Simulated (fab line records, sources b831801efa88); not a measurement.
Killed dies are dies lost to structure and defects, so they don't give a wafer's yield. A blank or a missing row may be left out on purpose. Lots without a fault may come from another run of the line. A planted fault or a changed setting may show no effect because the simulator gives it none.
A struck lot beside a sound one | flow sky130 | 15 steps out of a route of 708
Sound: wafers L733.2, L733.3, L733.6. Struck: wafers L734.3, L734.5, L734.6. The cause comes at the end.
At each step with rows: each side's tool, then ch and its chambers, then its first start. Under that, the readings that differ: sound wafers | struck wafers | difference of the means | sigmas: that difference in standard deviations of wafers without a fault.
alike: readings whose means differ by less than 2 such deviations, and words and numbers that are the same on both sides. not compared: withheld readings, readings that some wafer has no value for, bounds like >300 that may hide the same value, and numbers for which the record gives no deviation and whose values overlap.
The two part at a step that has a row with sigmas, a row that says differs or no value, or rows on one side only. Numbers that don't overlap but have no deviation are shown without sigmas and don't part them. A reading that every wafer of one side lacks parts them only if that side has two wafers or more.

first, 2 steps without rows for these wafers: SKY_LDD_LDN_IMPLANT_10; SKY_LDD_LDN_IMPLANT_11.
SKY_LDD_LDN_STRIP_12: strips in O2/N2.
  sound on plasma_asher-02 ch 0,1, day 25 18:40; struck on plasma_asher-04 ch 0,1, day 26 20:03
  alike: drypump_motor_current_A, oes_product_au, strip_time_to_endpoint_s
  not compared: rf_hours_counter_h
SKY_LDD_LDN_TW_MEAS_13:
  sound on film_metro-02, day 25 18:46; struck on film_metro-02, day 26 20:08
  alike: LDD_LDN_TW
then, 2 steps without rows for these wafers: SKY_LDD_LDN_CLEAN_14 (cleans in SC1/SC2, time 150 s); SKY_SPACER_CVD_00 (deposits Si3N4 from DCS/NH3, target thk 43.1 nm, time 740 s).
SKY_SPACER_THK_MEAS_01:
  sound on film_metro-02, day 25 20:26; struck on film_metro-04, day 26 21:28
  alike: SPACER_CVD_00_THK
SKY_SPACER_ETCHBACK_02: etches Si3N4 in CH3F/O2, stops on SiO2, time 46.7 s, target depth 45 nm.
  sound on rie_diel-03 ch 0,2,3, day 25 20:29; struck on rie_diel-02 ch 2,3, day 26 21:30
  alike: drypump_motor_current_A, oes_product_au, throttle_valve_pct
  not compared: rf_hours_counter_h
then, 4 steps without rows for these wafers: SKY_POLY_CUT_DEHYDRATE_00 (time 60 s); SKY_POLY_CUT_HMDS_01 (prime time 60 s); SKY_POLY_CUT_COAT_02 (resist thk 60 nm); SKY_POLY_CUT_COAT_03 (resist thk 450 nm).
SKY_POLY_CUT_SOFTBAKE_04: time 90 s.
  sound on litho_track-04 ch 0, day 26 10:00; struck on litho_track-02 ch 0, day 27 10:00
  reading                  | sound                | struck               | difference | sigmas
  heater_power_total_W (W) | 57.54 57.54 57.38    | 59.13 59.24 59.21    | +1.71      | +16
  run_length_s (s)         | 118.88 118.75 118.96 | 111.25 111.13 111.03 | -7.73      | -31
then, 1 step without rows for these wafers: SKY_POLY_CUT_EXPOSE_05 (exposes mask NPCM, target cd 270 nm).
-- the record jumps here: 21 days lie between the struck wafers' starts before and after (it left off in module POLY_CUT and takes up again in module PAD_OPEN, whose first step shown is number 708 of the route) --
SKY_PAD_OPEN_PROBE_99:
  sound on prober-01, day 47 15:17; struck on prober-02, day 48 11:36
  alike: killed_at_M0_to_M3, killed_at_M4_up, killed_at_contacts, killed_at_front_end, killed_at_other, killed_dies, killed_open, killed_short

WHERE THEY PART
Only at SKY_POLY_CUT_SOFTBAKE_04, within this record. Later steps at which nothing parts them and some readings are alike: SKY_PAD_OPEN_PROBE_99.

WHY: what the simulator had put in
Process parameter drift: litho_track-02, from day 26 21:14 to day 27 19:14, at SKY_POLY_CUT_SOFTBAKE_04. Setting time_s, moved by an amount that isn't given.
